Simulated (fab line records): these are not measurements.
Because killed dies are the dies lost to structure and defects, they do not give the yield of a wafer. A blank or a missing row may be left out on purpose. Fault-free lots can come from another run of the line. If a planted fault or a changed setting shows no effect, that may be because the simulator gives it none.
Which tool did it? || flow gf180mcu || Sampling: 11 lots, 33 wafers, 6 of 602 route steps

## WHAT THE GAUGES SHOWED, per wafer
GF_M4_RS_MEAS_05: the measuring method here is four-point-probe. Usual: M4_ALCU_RS typically reads 0.0697 ohm/sq, with standard deviation 0.00067.
{"lot": "L176", "measured": "day 22 05:28", "on": "film_metro-02", "M4_ALCU_RS (ohm/sq)": "0.0700 0.0701 0.0704", "flag": ""}
{"lot": "L177", "measured": "day 22 15:20", "on": "film_metro-02", "M4_ALCU_RS (ohm/sq)": "0.0696 0.0701 0.0693", "flag": ""}
{"lot": "L182", "measured": "day 24 13:34", "on": "film_metro-02", "M4_ALCU_RS (ohm/sq)": "0.0696 0.0693 0.0701", "flag": ""}
{"lot": "L185", "measured": "day 26 02:08", "on": "film_metro-01", "M4_ALCU_RS (ohm/sq)": "7.0895 7.0694 7.0874", "flag": "OFF"}
{"lot": "L186", "measured": "day 26 18:46", "on": "film_metro-04", "M4_ALCU_RS (ohm/sq)": "7.1476 7.1142 7.1728", "flag": "OFF"}
{"lot": "L187", "measured": "day 27 01:37", "on": "film_metro-01", "M4_ALCU_RS (ohm/sq)": "7.1359 7.2176 7.1915", "flag": "OFF"}
{"lot": "L189", "measured": "day 27 13:05", "on": "film_metro-02", "M4_ALCU_RS (ohm/sq)": "0.0693 0.0685 0.0684", "flag": ""}
{"lot": "L191", "measured": "day 28 02:44", "on": "film_metro-01", "M4_ALCU_RS (ohm/sq)": "0.0697 0.0699 0.0700", "flag": ""}
{"lot": "L193", "measured": "day 28 15:55", "on": "film_metro-02", "M4_ALCU_RS (ohm/sq)": "0.0692 0.0699 0.0695", "flag": ""}
{"lot": "L192", "measured": "day 28 19:40", "on": "film_metro-01", "M4_ALCU_RS (ohm/sq)": "0.0698 0.0697 0.0697", "flag": ""}
{"lot": "L198", "measured": "day 30 01:21", "on": "film_metro-01", "M4_ALCU_RS (ohm/sq)": "0.0701 0.0707 0.0713", "flag": ""}

GF_M4_THK_MEAS_06: measures by xrf. Usual: M4_ALCU_THK typically reads 450 nm, with standard deviation 4.7.
{"lot": "L176", "measured": "day 22 05:34", "on": "film_metro-02", "M4_ALCU_THK (nm)": "447 447 443", "flag": ""}
{"lot": "L177", "measured": "day 22 15:28", "on": "film_metro-02", "M4_ALCU_THK (nm)": "448 448 451", "flag": ""}
{"lot": "L182", "measured": "day 24 13:41", "on": "film_metro-02", "M4_ALCU_THK (nm)": "451 451 448", "flag": ""}
{"lot": "L185", "measured": "day 26 02:14", "on": "film_metro-01", "M4_ALCU_THK (nm)": "<0 <0 <0", "flag": "OFF"}
{"lot": "L186", "measured": "day 26 18:52", "on": "film_metro-04", "M4_ALCU_THK (nm)": "<0 <0 <0", "flag": "OFF"}
{"lot": "L187", "measured": "day 27 01:43", "on": "film_metro-01", "M4_ALCU_THK (nm)": "<0 <0 <0", "flag": "OFF"}
{"lot": "L189", "measured": "day 27 13:12", "on": "film_metro-02", "M4_ALCU_THK (nm)": "453 458 460", "flag": ""}
{"lot": "L191", "measured": "day 28 02:51", "on": "film_metro-01", "M4_ALCU_THK (nm)": "452 449 451", "flag": ""}
{"lot": "L193", "measured": "day 28 16:02", "on": "film_metro-02", "M4_ALCU_THK (nm)": "456 450 453", "flag": ""}
{"lot": "L192", "measured": "day 28 19:46", "on": "film_metro-01", "M4_ALCU_THK (nm)": "451 449 453", "flag": ""}
{"lot": "L198", "measured": "day 30 01:28", "on": "film_metro-01", "M4_ALCU_THK (nm)": "445 444 441", "flag": ""}

GF_M4_CD_MEAS_14: the cd target is 280 nm. Usual: 279.8 nm for cd_nm, sd 1.2.
{"lot": "L176", "measured": "day 23 04:29", "on": "cd_sem-02", "cd_nm (nm)": "280.9 282.1 280.5", "flag": ""}
{"lot": "L177", "measured": "day 23 14:04", "on": "cd_sem-01", "cd_nm (nm)": "281.1 282.9 281.5", "flag": ""}
{"lot": "L182", "measured": "day 25 11:53", "on": "cd_sem-02", "cd_nm (nm)": "280.3 279.2 281.3", "flag": ""}
{"lot": "L185", "measured": "day 26 23:42", "on": "cd_sem-01", "cd_nm (nm)": "280.2 281.0 279.6", "flag": ""}
{"lot": "L186", "measured": "day 27 15:25", "on": "cd_sem-02", "cd_nm (nm)": "280.0 279.6 279.1", "flag": ""}
{"lot": "L187", "measured": "day 27 21:32", "on": "cd_sem-01", "cd_nm (nm)": "277.7 276.8 279.2", "flag": ""}
{"lot": "L189", "measured": "day 28 08:59", "on": "cd_sem-02", "cd_nm (nm)": "280.2 279.0 280.0", "flag": ""}
{"lot": "L191", "measured": "day 28 21:49", "on": "cd_sem-01", "cd_nm (nm)": "280.6 279.8 279.1", "flag": ""}
{"lot": "L193", "measured": "day 29 10:26", "on": "cd_sem-01", "cd_nm (nm)": "279.4 280.1 278.4", "flag": ""}
{"lot": "L192", "measured": "day 29 13:59", "on": "cd_sem-01", "cd_nm (nm)": "281.1 280.0 280.9", "flag": ""}
{"lot": "L198", "measured": "day 30 19:07", "on": "cd_sem-01", "cd_nm (nm)": "279.8 279.6 279.2", "flag": ""}

## WHICH TOOL RAN EACH LOT (tool, then ch and the chambers of the sampled wafers, then the start)
{"lot": "L176", "GF_V3_STRIP_18": "plasma_asher-01 ch 0,1, day 22 04:00", "GF_M4_SPUTTER_00": "pvd_sputter-02, day 22 05:13", "GF_M4_SPUTTER_02": "pvd_sputter-02, day 22 05:21"}
{"lot": "L177", "GF_V3_STRIP_18": "plasma_asher-01 ch 0,1, day 22 13:53", "GF_M4_SPUTTER_00": "pvd_sputter-03, day 22 15:07", "GF_M4_SPUTTER_02": "pvd_sputter-03, day 22 15:15"}
{"lot": "L182", "GF_V3_STRIP_18": "plasma_asher-02 ch 0,1, day 24 12:06", "GF_M4_SPUTTER_00": "pvd_sputter-01, day 24 13:20", "GF_M4_SPUTTER_02": "pvd_sputter-01, day 24 13:28"}
{"lot": "L185", "GF_V3_STRIP_18": "plasma_asher-03 ch 0,1, day 26 00:41", "GF_M4_SPUTTER_00": "pvd_sputter-01, day 26 01:52", "GF_M4_SPUTTER_02": "pvd_sputter-01, day 26 02:00"}
{"lot": "L186", "GF_V3_STRIP_18": "plasma_asher-01 ch 0,1, day 26 17:17", "GF_M4_SPUTTER_00": "pvd_sputter-01, day 26 18:29", "GF_M4_SPUTTER_02": "pvd_sputter-01, day 26 18:37"}
{"lot": "L187", "GF_V3_STRIP_18": "plasma_asher-01 ch 0,1, day 27 00:08", "GF_M4_SPUTTER_00": "pvd_sputter-01, day 27 01:22", "GF_M4_SPUTTER_02": "pvd_sputter-01, day 27 01:30"}
{"lot": "L189", "GF_V3_STRIP_18": "plasma_asher-03 ch 0,1, day 27 11:35", "GF_M4_SPUTTER_00": "pvd_sputter-03, day 27 12:49", "GF_M4_SPUTTER_02": "pvd_sputter-03, day 27 12:58"}
{"lot": "L191", "GF_V3_STRIP_18": "plasma_asher-01 ch 0,1, day 28 01:15", "GF_M4_SPUTTER_00": "pvd_sputter-02, day 28 02:31", "GF_M4_SPUTTER_02": "pvd_sputter-02, day 28 02:38"}
{"lot": "L193", "GF_V3_STRIP_18": "plasma_asher-02 ch 0,1, day 28 14:26", "GF_M4_SPUTTER_00": "pvd_sputter-01, day 28 15:41", "GF_M4_SPUTTER_02": "pvd_sputter-01, day 28 15:49"}
{"lot": "L192", "GF_V3_STRIP_18": "plasma_asher-02 ch 1, day 28 18:11", "GF_M4_SPUTTER_00": "pvd_sputter-02, day 28 19:25", "GF_M4_SPUTTER_02": "pvd_sputter-02, day 28 19:33"}
{"lot": "L198", "GF_V3_STRIP_18": "plasma_asher-01 ch 0,1, day 29 23:53", "GF_M4_SPUTTER_00": "pvd_sputter-03, day 30 01:08", "GF_M4_SPUTTER_02": "pvd_sputter-03, day 30 01:16"}
- GF_V3_STRIP_18: strips in O2/N2.
- GF_M4_SPUTTER_00: material Ti, target thk 37.5 nm, time 150 s.
- GF_M4_SPUTTER_02: material AlCu, target thk 450 nm, time 23.9 s.

## AS READ BY THE TOOLS THEMSELVES (means over the sampled wafers that have a number; for cases with no such wafer, the mark the record gives instead)
GF_V3_STRIP_18. Usual: drypump_motor_current_A 5.4 A, standard deviation 0.41; heater_power_w 341 W, standard deviation 24; oes_product_au 0.591 a.u., standard deviation 0.0046.
{"lot": "L176", "tool": "plasma_asher-01", "drypump_motor_current_A (A)": 5.4, "heater_power_w (W)": 344, "oes_product_au (a.u.)": 0.588, "flag": ""}
{"lot": "L177", "tool": "plasma_asher-01", "drypump_motor_current_A (A)": 5.4, "heater_power_w (W)": 345, "oes_product_au (a.u.)": 0.591, "flag": ""}
{"lot": "L182", "tool": "plasma_asher-02", "drypump_motor_current_A (A)": 5.1, "heater_power_w (W)": 326, "oes_product_au (a.u.)": 0.588, "flag": ""}
{"lot": "L185", "tool": "plasma_asher-03", "drypump_motor_current_A (A)": 5.9, "heater_power_w (W)": 337, "oes_product_au (a.u.)": 0.589, "flag": ""}
{"lot": "L186", "tool": "plasma_asher-01", "drypump_motor_current_A (A)": 5.5, "heater_power_w (W)": 367, "oes_product_au (a.u.)": 0.595, "flag": ""}
{"lot": "L187", "tool": "plasma_asher-01", "drypump_motor_current_A (A)": 5.4, "heater_power_w (W)": 345, "oes_product_au (a.u.)": 0.592, "flag": ""}
{"lot": "L189", "tool": "plasma_asher-03", "drypump_motor_current_A (A)": 5.9, "heater_power_w (W)": 337, "oes_product_au (a.u.)": 0.591, "flag": ""}
{"lot": "L191", "tool": "plasma_asher-01", "drypump_motor_current_A (A)": 5.4, "heater_power_w (W)": 340, "oes_product_au (a.u.)": 0.590, "flag": ""}
{"lot": "L193", "tool": "plasma_asher-02", "drypump_motor_current_A (A)": 5.1, "heater_power_w (W)": 326, "oes_product_au (a.u.)": 0.588, "flag": ""}
{"lot": "L192", "tool": "plasma_asher-02", "drypump_motor_current_A (A)": 5.6, "heater_power_w (W)": 346, "oes_product_au (a.u.)": 0.590, "flag": ""}
{"lot": "L198", "tool": "plasma_asher-01", "drypump_motor_current_A (A)": 5.4, "heater_power_w (W)": 345, "oes_product_au (a.u.)": 0.587, "flag": ""}

GF_M4_SPUTTER_00. Usual: cathode_dc_power_W 4000.0 W, standard deviation 0.75; chamber_pressure_pa 2.000 Pa, standard deviation 0.0037; throttle_valve_pct 29.7 %, standard deviation 1.2.
{"lot": "L176", "tool": "pvd_sputter-02", "cathode_dc_power_W (W)": 4000.2, "chamber_pressure_pa (Pa)": 2.000, "throttle_valve_pct (%)": 29.5, "flag": ""}
{"lot": "L177", "tool": "pvd_sputter-03", "cathode_dc_power_W (W)": 4000.3, "chamber_pressure_pa (Pa)": 2.000, "throttle_valve_pct (%)": 29.5, "flag": ""}
{"lot": "L182", "tool": "pvd_sputter-01", "cathode_dc_power_W (W)": 4000.5, "chamber_pressure_pa (Pa)": 2.002, "throttle_valve_pct (%)": 29.9, "flag": ""}
{"lot": "L185", "tool": "pvd_sputter-01", "cathode_dc_power_W (W)": 3999.6, "chamber_pressure_pa (Pa)": 1.999, "throttle_valve_pct (%)": 30.4, "flag": ""}
{"lot": "L186", "tool": "pvd_sputter-01", "cathode_dc_power_W (W)": 3999.6, "chamber_pressure_pa (Pa)": 1.999, "throttle_valve_pct (%)": 31.0, "flag": ""}
{"lot": "L187", "tool": "pvd_sputter-01", "cathode_dc_power_W (W)": 4000.2, "chamber_pressure_pa (Pa)": 2.000, "throttle_valve_pct (%)": 28.2, "flag": ""}
{"lot": "L189", "tool": "pvd_sputter-03", "cathode_dc_power_W (W)": 3999.9, "chamber_pressure_pa (Pa)": 1.997, "throttle_valve_pct (%)": 30.0, "flag": ""}
{"lot": "L191", "tool": "pvd_sputter-02", "cathode_dc_power_W (W)": 4000.3, "chamber_pressure_pa (Pa)": 1.996, "throttle_valve_pct (%)": 30.2, "flag": ""}
{"lot": "L193", "tool": "pvd_sputter-01", "cathode_dc_power_W (W)": 4000.3, "chamber_pressure_pa (Pa)": 1.999, "throttle_valve_pct (%)": 30.1, "flag": ""}
{"lot": "L192", "tool": "pvd_sputter-02", "cathode_dc_power_W (W)": 3999.9, "chamber_pressure_pa (Pa)": 1.999, "throttle_valve_pct (%)": 30.3, "flag": ""}
{"lot": "L198", "tool": "pvd_sputter-03", "cathode_dc_power_W (W)": 4000.4, "chamber_pressure_pa (Pa)": 2.001, "throttle_valve_pct (%)": 29.6, "flag": ""}

GF_M4_SPUTTER_02. Usual: cathode_dc_power_W 10600 W, standard deviation 1.8; chamber_pressure_pa 0.4000 Pa, standard deviation 0.00077; throttle_valve_pct 29.7 %, standard deviation 1.2.
{"lot": "L176", "tool": "pvd_sputter-02", "cathode_dc_power_W (W)": 10598, "chamber_pressure_pa (Pa)": 0.4003, "throttle_valve_pct (%)": 29.4, "flag": ""}
{"lot": "L177", "tool": "pvd_sputter-03", "cathode_dc_power_W (W)": 10599, "chamber_pressure_pa (Pa)": 0.4005, "throttle_valve_pct (%)": 29.5, "flag": ""}
{"lot": "L182", "tool": "pvd_sputter-01", "cathode_dc_power_W (W)": 10600, "chamber_pressure_pa (Pa)": 0.4008, "throttle_valve_pct (%)": 30.1, "flag": ""}
{"lot": "L185", "tool": "pvd_sputter-01", "cathode_dc_power_W (W)": "-", "chamber_pressure_pa (Pa)": "-", "throttle_valve_pct (%)": "-", "flag": "OFF"}
{"lot": "L186", "tool": "pvd_sputter-01", "cathode_dc_power_W (W)": "-", "chamber_pressure_pa (Pa)": "-", "throttle_valve_pct (%)": "-", "flag": "OFF"}
{"lot": "L187", "tool": "pvd_sputter-01", "cathode_dc_power_W (W)": "-", "chamber_pressure_pa (Pa)": "-", "throttle_valve_pct (%)": "-", "flag": "OFF"}
{"lot": "L189", "tool": "pvd_sputter-03", "cathode_dc_power_W (W)": 10600, "chamber_pressure_pa (Pa)": 0.4002, "throttle_valve_pct (%)": 29.9, "flag": ""}
{"lot": "L191", "tool": "pvd_sputter-02", "cathode_dc_power_W (W)": 10601, "chamber_pressure_pa (Pa)": 0.3993, "throttle_valve_pct (%)": 30.2, "flag": ""}
{"lot": "L193", "tool": "pvd_sputter-01", "cathode_dc_power_W (W)": 10601, "chamber_pressure_pa (Pa)": 0.4000, "throttle_valve_pct (%)": 30.0, "flag": ""}
{"lot": "L192", "tool": "pvd_sputter-02", "cathode_dc_power_W (W)": 10599, "chamber_pressure_pa (Pa)": 0.4007, "throttle_valve_pct (%)": 30.3, "flag": ""}
{"lot": "L198", "tool": "pvd_sputter-03", "cathode_dc_power_W (W)": 10600, "chamber_pressure_pa (Pa)": 0.3993, "throttle_valve_pct (%)": 29.3, "flag": ""}

## THE ANSWER, worked out from the rows above alone
Rule: take the mean of a lot's wafers that have a number; if it is more than 3 standard deviations from the usual mean, the lot is off. A lot without any number at a reading at which 4 lots or more have one is off too. All remaining lots with rows at the step are treated as sound. The gauges are gone through in route order, then the tools' own readings, and for those a lot's mean is taken as printed above. The first step at which some lot is off is used, and at that step the reading that is off furthest; a lot without a number counts as furthest.
Off: L185, L186, L187, seen at GF_M4_RS_MEAS_05 (M4_ALCU_RS).
If a tool, at a process step before that reading, ran all the lots that are off and no sound lot after the first of them, it fits. The gauges at GF_M4_RS_MEAS_05 aren't tried: what is off there is off at GF_M4_SPUTTER_02 too, on other tools, and a gauge's error can't cause that. Not one of the candidates tried fits.

## WHAT WAS PUT IN BY THE SIMULATOR
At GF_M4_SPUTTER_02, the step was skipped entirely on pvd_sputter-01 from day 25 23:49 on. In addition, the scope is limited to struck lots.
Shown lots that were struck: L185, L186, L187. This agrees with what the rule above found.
